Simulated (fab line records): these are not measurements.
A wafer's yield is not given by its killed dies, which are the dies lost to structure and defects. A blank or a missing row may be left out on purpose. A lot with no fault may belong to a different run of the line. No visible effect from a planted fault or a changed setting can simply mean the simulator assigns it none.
Chamber matching + flow sky130 + SKY_METAL3_ETCH_17 on rie diel-04: 4 sister chambers
The step etches SiO2 in C4F8/O2/Ar, stops on TiN, time 3.9 s, target depth 15 nm. 4 wafers are shown with their chamber, then 12 later ones without.

== EACH WAFER AND ITS CHAMBER ==
| wafer  | chamber | rf fwd power W (W) |
|--------|---------|--------------------|
| L083.3 | 1       | 1472               |
| L085.3 | 2       | 1464               |
| L085.4 | 3       | 1470               |
| L085.6 | 0       | 1469               |

== WAFERS WITH NO CHAMBER GIVEN ==
| wafer  | rf fwd power W (W) |
|--------|--------------------|
| L087.1 | 1468               |
| L087.2 | 1472               |
| L087.4 | 1472               |
| L091.4 | 1472               |
| L091.5 | 1479               |
| L091.6 | 1464               |
| L095.1 | 1462               |
| L095.2 | 1469               |
| L095.5 | 1464               |
| L096.1 | 1475               |
| L096.2 | 1463               |
| L096.4 | 1464               |

== WHICH CHAMBER EACH ONE RAN IN ==
| wafer  | from the rows above               | in truth                   |
|--------|-----------------------------------|----------------------------|
| L087.1 | can't be placed: 0 or 3 or 1 or 2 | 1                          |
| L087.2 | can't be placed: 1 or 3 or 0      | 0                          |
| L087.4 | can't be placed: 1 or 3 or 0      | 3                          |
| L091.4 | can't be placed: 1 or 3 or 0      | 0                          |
| L091.5 | can't be placed: 1 or 3 or 0      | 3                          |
| L091.6 | 2                                 | 2                          |
| L095.1 | 2                                 | 2                          |
| L095.2 | can't be placed: 0 or 3 or 1      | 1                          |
| L095.5 | 2                                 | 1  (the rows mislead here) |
| L096.1 | can't be placed: 1 or 3 or 0      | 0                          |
| L096.2 | 2                                 | 2                          |
| L096.4 | 2                                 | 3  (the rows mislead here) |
Placed correctly: 3 of 12. These rows do not allow placing 7 (true chamber among the candidates in 7). Placed wrongly: 2.
How it was worked out, from the rows above alone: a wafer's distance from a chamber is the root of the sum, over the readings, of the square of ((its reading less the chamber's mean) divided by the reading's scatter). If the next closest chamber is less than 2 further off than the closest, the wafer can't be placed; otherwise it belongs to the closest. A chamber's mean is the mean of its shown wafers. The scatter: with one shown wafer a chamber, the root of the mean of the squares of how far each hidden wafer lies from its nearest shown one.
